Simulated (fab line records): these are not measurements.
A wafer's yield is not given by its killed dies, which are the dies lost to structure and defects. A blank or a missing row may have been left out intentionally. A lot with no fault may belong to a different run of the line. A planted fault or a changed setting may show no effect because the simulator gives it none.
Problem report in the 8D (eight disciplines) form, filled by code -- flow sfq line -- the parts of the form that need people (team, actions taken, sign-off) are left out

1. THE PROBLEM
SFQ_TRILAYER_R5_DEP_SPUTTER_132, cathode dc power W: mean 1591.1 W over 1 wafer from 1 lot; wafers with no fault: 2000.0 W, standard deviation 0.36. So: -99 or more standard deviations from the usual mean.
The step: material Ti, target thk 5 nm, time 5 s.
First observed at day 64 22:16: wafer L789.1, on pvd sputter-06. The record has a number at this step for 15 wafers belonging to 5 lots. By rule, "out" or "out of limits" means more than 4 standard deviations away from the usual mean. The rest of the wafers with a number are treated as sound.

2. WHAT THIS IS AND IS NOT
question,is,is not
which readings at this step,cathode dc power W,throttle valve pct
which lots,L789,"L775, L779, L794, L796"
which wafers of those lots,L789.1,"L789.4, L789.5"
read on which tools,pvd sputter-06,"pvd sputter-04, pvd sputter-05"
when,from day 64 22:16,"up to then (8 sound wafers); but 6 sound wafers of L794, L796 came after"

3. WHAT RULES OUT EACH SUSPECT
Counting: any tool at a process step up to the reading remains a suspect provided it ran every lot that is out. Sound lots after the first of them don't rule it out here, since some wafers of a struck lot are sound.
- rie metal-04 at SFQ_TRILAYER_M5_BARC_OPEN_METAL_ETCH_161 (etches BARC in O2, target depth 125 nm, time 41.7 s): kept. It ran the lot that is out, L789 (day 64 01:50); its last sound lot up to then is L775 (day 50 07:35).
- rie metal-04 at SFQ_TRILAYER_M5_ETCH_METAL_ETCH_126 (etches Nb in Cl2/BCl3, stops on SiO2, time 203.2 s, target depth 265 nm): kept. It ran the lot that is out, L789 (day 64 01:53); its last sound lot up to then is L775 (day 50 07:39).
- pecvd-01 at SFQ_TRILAYER_A5B_DEP_PECVD_129 (deposits SiO2 from SiH4/N2O, time 133.33 s, target thk 600 nm): kept. It ran the lot that is out, L789 (day 64 03:02).
- film metro-02 at SFQ_TRILAYER_A5B_METRO_MEASURE_131: kept. It ran the lot that is out, L789 (day 64 21:04); its last sound lot up to then is L779 (day 58 01:16).
- pvd sputter-06 at SFQ_TRILAYER_R5_DEP_SPUTTER_132 (material Ti, target thk 5 nm, time 5 s): kept. It ran the lot that is out, L789 (day 64 22:16); its last sound lot up to then is L775 (day 50 13:31). On those wafers its own readings are out: cathode dc power W.
- At SFQ_TRILAYER_A5B_DEP_PECVD_129, inside pecvd-01: chamber 0 took the wafers that are out, while their sound lot-mates went through chambers 1, 2.
Left after counting: rie metal-04 at SFQ_TRILAYER_M5_BARC_OPEN_METAL_ETCH_161, rie metal-04 at SFQ_TRILAYER_M5_ETCH_METAL_ETCH_126, pecvd-01 at SFQ_TRILAYER_A5B_DEP_PECVD_129, film metro-02 at SFQ_TRILAYER_A5B_METRO_MEASURE_131, pvd sputter-06 at SFQ_TRILAYER_R5_DEP_SPUTTER_132.

4. THE CAUSE (what the simulator had put in)
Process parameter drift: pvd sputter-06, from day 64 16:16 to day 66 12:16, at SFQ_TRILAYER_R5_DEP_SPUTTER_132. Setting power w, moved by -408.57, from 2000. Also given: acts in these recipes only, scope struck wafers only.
This tool is one of the 5 suspects left after counting.

5. THE EFFECT CHAIN, in route order
One row per reading whose mean, taken over the struck wafers that have a number, lies over 3 standard deviations from the usual. Only readings whose record carries a usual standard deviation are examined. hours: median over the lots of the time between each lot's start at the first step of this table that gives one and its start at this step. sigmas: the change, counted in usual standard deviations.
hours,step,reading,usual,on struck wafers,change,sigmas
0,SFQ_TRILAYER_R5_DEP_SPUTTER_132,cathode dc power W,2000.0 W,1591.1,-408.9,-99 or more
It contains these process steps:
- SFQ_TRILAYER_R5_DEP_SPUTTER_132: material Ti, target thk 5 nm, time 5 s.

6. WHAT WOULD HAVE CAUGHT IT SOONER
6 hours passed between the start of the fault at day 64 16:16 and the first reading out of limits in this record, taken at day 64 22:16.
